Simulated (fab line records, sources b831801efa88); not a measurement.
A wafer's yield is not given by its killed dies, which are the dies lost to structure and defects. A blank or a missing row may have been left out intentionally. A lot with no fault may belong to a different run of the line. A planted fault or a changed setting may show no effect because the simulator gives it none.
Matching of chambers / flow sky130 / SKY_VIA3_ETCH_15 on rie_diel-02: 4 sister chambers
The step etches SiO2 in C4F8/O2/Ar, stops on TiN, target depth 507 nm, time 78 s. 4 wafers are shown with their chamber, then 9 later ones without.

WAFERS PAIRED WITH THEIR CHAMBERS
wafer=L082.2; chamber=2; oes_product_au (a.u.)=0.941
wafer=L082.3; chamber=1; oes_product_au (a.u.)=0.948
wafer=L082.5; chamber=0; oes_product_au (a.u.)=0.951
wafer=L082.6; chamber=3; oes_product_au (a.u.)=0.945

WAFERS WITHOUT THEIR CHAMBER
wafer=L094.1; oes_product_au (a.u.)=0.944
wafer=L094.2; oes_product_au (a.u.)=0.949
wafer=L094.3; oes_product_au (a.u.)=0.950
wafer=L094.4; oes_product_au (a.u.)=0.944
wafer=L094.5; oes_product_au (a.u.)=0.948
wafer=L094.6; oes_product_au (a.u.)=0.943
wafer=L095.3; oes_product_au (a.u.)=0.950
wafer=L095.5; oes_product_au (a.u.)=0.936
wafer=L095.6; oes_product_au (a.u.)=0.948

CHAMBER TAKEN BY EACH
wafer=L094.1; from the rows above=can't be placed: 3 or 2 or 1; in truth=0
wafer=L094.2; from the rows above=can't be placed: 1 or 0 or 3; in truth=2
wafer=L094.3; from the rows above=can't be placed: 0 or 1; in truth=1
wafer=L094.4; from the rows above=can't be placed: 3 or 2 or 1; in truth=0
wafer=L094.5; from the rows above=can't be placed: 1 or 0 or 3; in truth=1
wafer=L094.6; from the rows above=can't be placed: 2 or 3 or 1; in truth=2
wafer=L095.3; from the rows above=can't be placed: 0 or 1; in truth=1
wafer=L095.5; from the rows above=2; in truth=2
wafer=L095.6; from the rows above=can't be placed: 1 or 0 or 3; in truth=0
Correctly placed: 1 of 9. Not placeable from these rows: 8 (in 5, the candidates include the true chamber). 0 placed wrongly.
How it was worked out, from the rows above alone: a wafer's distance from a chamber is the root of the sum, over the readings, of the square of ((its reading less the chamber's mean) divided by the reading's scatter). If the next closest chamber is less than 2 further off than the closest, the wafer can't be placed; otherwise it belongs to the closest. Each chamber's mean is taken over the wafers shown for it. The scatter: root of mean squared gap, hidden wafer to nearest shown wafer, with one shown wafer a chamber.
